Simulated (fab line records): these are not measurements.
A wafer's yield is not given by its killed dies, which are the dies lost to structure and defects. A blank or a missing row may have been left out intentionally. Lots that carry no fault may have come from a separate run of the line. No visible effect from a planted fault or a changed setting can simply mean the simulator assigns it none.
A lot that was struck, set against a sound lot || flow sky130 || 14 steps out of a route of 708
Sound: wafers L849.2, L849.4, L849.5. Struck: wafers L858.3, L858.4, L858.5. Last of all comes the cause.
Each step with rows lists, per side, the tool, then ch with its chambers, then its first start. Under that, the readings that differ: sound wafers || struck wafers || difference of the means || sigmas: that difference in standard deviations of wafers without a fault.
alike: words and numbers the same on both sides, and readings whose means are apart by under 2 such deviations; not compared: readings that were withheld, readings missing a value for some wafer, numbers with overlapping values and no deviation given by the record, and bounds like >300 which may hide the same value.
Wherever a step has rows on one side only, a row that says differs or no value, or a row with sigmas, the two part there. Numbers that don't overlap but have no deviation are shown without sigmas and don't part them. A reading missing from all wafers of one side parts the sides only when that side holds two or more wafers.

first, 3 steps without rows for these wafers: SKY_VT_ADJUST_HVTR_EXPOSE_04 (exposes mask HVTRM, target cd 380 nm); SKY_VT_ADJUST_HVTR_PEB_05; SKY_VT_ADJUST_HVTR_DEVELOP_06 (develop time 60 s).
SKY_VT_ADJUST_HVTR_CD_MEAS_07 targets a cd of 380 nm.
  sound on cd_sem-02 at day 12 23:57; struck on cd_sem-02 at day 15 18:15
  alike: cd_nm
SKY_VT_ADJUST_HVTR_OVL_MEAS_08:
  sound on overlay-01 at day 13 00:03; struck on overlay-01 at day 15 18:21
  alike: VT_ADJUST_HVTR_OVL
after that, 1 step had no rows for these wafers: SKY_VT_ADJUST_HVTR_IMPLANT_09.
SKY_VT_ADJUST_HVTR_STRIP_10: strips in O2/N2.
  sound on plasma_asher-03 ch 1, day 13 00:14; struck on plasma_asher-02 ch 0,1, day 15 18:33
{"reading": "strip_time_to_endpoint_s (s)", "sound": "14.12 14.13 14.18", "struck": "14.21 14.24 14.25", "difference": "+0.09", "sigmas": "+2"}
  alike: chamber_pressure_mTorr, drypump_motor_current_A, oes_product_au
  not compared: rf_hours_counter_h
SKY_VT_ADJUST_HVTR_TW_MEAS_11:
  sound on film_metro-02 at day 13 00:20; struck on film_metro-02 at day 15 18:38
  alike: VT_ADJUST_HVTR_TW
then, 4 steps without rows for these wafers: SKY_VT_ADJUST_PCH_DEHYDRATE_00 (time 60 s); SKY_VT_ADJUST_PCH_HMDS_01 (prime time 60 s); SKY_VT_ADJUST_PCH_COAT_02 (resist thk 3000 nm); SKY_VT_ADJUST_PCH_SOFTBAKE_03.
SKY_VT_ADJUST_PCH_EXPOSE_04: exposes mask NWM, target cd 840 nm.
  struck on iline_stepper-02, day 16 08:14; sound on iline_stepper-01 ch 0, day 13 12:56
  no value came back on the struck wafers for exposure_dose_mJ_cm2, focus_offset_nm (nm), stage_vel_mm_s (mm/s); on the sound wafers exposure_dose_mJ_cm2 reads 254.77 255.11 254.67
  alike: mask
after that, 1 step had no rows for these wafers: SKY_VT_ADJUST_PCH_PEB_05.

WHERE THEY PART
First at SKY_VT_ADJUST_HVTR_STRIP_10; last, within this record, at SKY_VT_ADJUST_PCH_EXPOSE_04.

WHY: whatever the simulator had introduced
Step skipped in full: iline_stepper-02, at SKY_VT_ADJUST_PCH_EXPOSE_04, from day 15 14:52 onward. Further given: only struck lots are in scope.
